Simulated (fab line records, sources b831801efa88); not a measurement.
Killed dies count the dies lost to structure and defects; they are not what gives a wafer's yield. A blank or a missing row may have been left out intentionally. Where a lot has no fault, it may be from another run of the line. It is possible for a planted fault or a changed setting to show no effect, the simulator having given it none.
Which tool is to blame? + flow gf180mcu + 11 lots with 33 wafers sampled at 4 steps, on a route of 602 steps

## WHAT EACH GAUGE READ, for each wafer
GF_V1_RS_MEAS_24: uses a four-point probe to measure.
| lot  | measured     | on           | V1_W_RS (ohm/sq)  |
|------|--------------|--------------|-------------------|
| L275 | day 19 10:50 | filmMetro-02 | 0.329 0.326 0.330 |
| L277 | day 20 03:40 | filmMetro-04 | 0.328 0.327 0.326 |
| L278 | day 20 10:10 | filmMetro-01 | 0.326 0.327 0.329 |
| L282 | day 22 00:52 | filmMetro-02 | 0.325 0.326 0.326 |
| L283 | day 22 12:56 | filmMetro-01 | 0.321 0.323 0.323 |
| L285 | day 23 01:58 | filmMetro-04 | 0.241 0.243 0.243 |
| L286 | day 23 07:07 | filmMetro-02 | 0.243 0.244 0.243 |
| L289 | day 24 12:38 | filmMetro-01 | 0.240 0.242 0.242 |
| L291 | day 25 01:49 | filmMetro-01 | 0.335 0.335 0.336 |
| L294 | day 25 17:46 | filmMetro-02 | 0.332 0.328 0.331 |
| L295 | day 26 08:25 | filmMetro-02 | 0.334 0.327 0.331 |

## WHICH TOOL RAN EACH LOT (tool, then ch and the chambers of the sampled wafers, then the start)
| lot  | GF_V1_ETCH_16                     | GF_V1_ETCH_17                                | GF_V1_CVD_23                 |
|------|-----------------------------------|----------------------------------------------|------------------------------|
| L275 | rieDiel-01 ch 1,2,3, day 19 09:56 | rieDiel-01 ch 1,2,3, day 19 10:44 or earlier | cvdW-02 ch 0,1, day 19 10:44 |
| L277 | rieDiel-04 ch 0,2,3, day 20 02:26 | rieDiel-04 ch 0,2,3, day 20 03:33 or earlier | cvdW-01 ch 0,1, day 20 03:33 |
| L278 | rieDiel-04 ch 2,3, day 20 09:14   | rieDiel-04 ch 2,3, day 20 10:02 or earlier   | cvdW-02 ch 0,1, day 20 10:02 |
| L282 | rieDiel-04 ch 1,2, day 21 23:59   | rieDiel-04 ch 1,2, day 22 00:45 or earlier   | cvdW-01 ch 0, day 22 00:45   |
| L283 | rieDiel-04 ch 0,1, day 22 12:04   | rieDiel-04 ch 0,1, day 22 12:49 or earlier   | cvdW-01 ch 0,1, day 22 12:49 |
| L285 | rieDiel-04 ch 1,2,3, day 23 01:05 | rieDiel-04 ch 1,2,3, day 23 01:51 or earlier | cvdW-01 ch 0,1, day 23 01:51 |
| L286 | rieDiel-04 ch 0,1,2, day 23 06:13 | rieDiel-04 ch 0,1,2, day 23 07:00 or earlier | cvdW-01 ch 0,1, day 23 07:00 |
| L289 | rieDiel-02 ch 0,1, day 24 11:46   | rieDiel-02 ch 0,1, day 24 12:31 or earlier   | cvdW-01 ch 0,1, day 24 12:31 |
| L291 | rieDiel-02 ch 0,2,3, day 25 00:56 | rieDiel-02 ch 0,2,3, day 25 01:42 or earlier | cvdW-02 ch 0,1, day 25 01:42 |
| L294 | rieDiel-04 ch 0,1, day 25 16:52   | rieDiel-04 ch 0,1, day 25 17:38 or earlier   | cvdW-02 ch 0,1, day 25 17:38 |
| L295 | rieDiel-04 ch 0,2,3, day 26 07:26 | rieDiel-04 ch 0,2,3, day 26 08:17 or earlier | cvdW-02 ch 0,1, day 26 08:17 |
- GF_V1_ETCH_16: etches BARC in N2/H2.
- GF_V1_ETCH_17: etches SiO2 in C4F8/O2/Ar, stops on TiN, target depth 630 nm.
- GF_V1_CVD_23: deposits W, target thk 350 nm, time 105.05 s.

## THE ANSWER, worked out from the rows above alone
Rule: usual is defined by the lots themselves. The widest of any qualifying gaps counts: lots, ordered by their means at a reading, are off when they make up no more than a third of the lots, leave a main group of 4 or more, and stand apart from it by 3 or more times the standard deviation of that group's means. A main group whose means are all the same, to the digits that the tables above print for the reading, isn't used. Also off: a lot with no number at a reading for which 4 or more lots have one. Where the step has rows for the other lots, those lots are counted as sound.
Off: L285, L286, L289, at GF_V1_RS_MEAS_24 (V1_W_RS). The main group has a mean of 0.328 ohm/sq with a standard deviation of 0.0036.
A tool fits if, at a process step before that reading, it ran every lot that is off, and no sound lot after the first of them. Gauges at GF_V1_RS_MEAS_24: tried the same way as those tools. GF_V1_ETCH_17 gives no start for some lots, so the hours and the order of its lots are those of GF_V1_CVD_23. One fits: GF_V1_CVD_23 on cvdW-01. Its last sound lot is L283 (day 22 12:49), its first lot that is off L285 (day 23 01:51): a fault that began between those two fits.

## WHAT THE SIMULATOR PUT IN
Process parameter drift: cvdW-01, from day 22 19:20 on, at GF_V1_CVD_23. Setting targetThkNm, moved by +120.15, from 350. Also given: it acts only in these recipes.
Lots struck among those shown: L285, L286, L289. This agrees with what the rule above found.
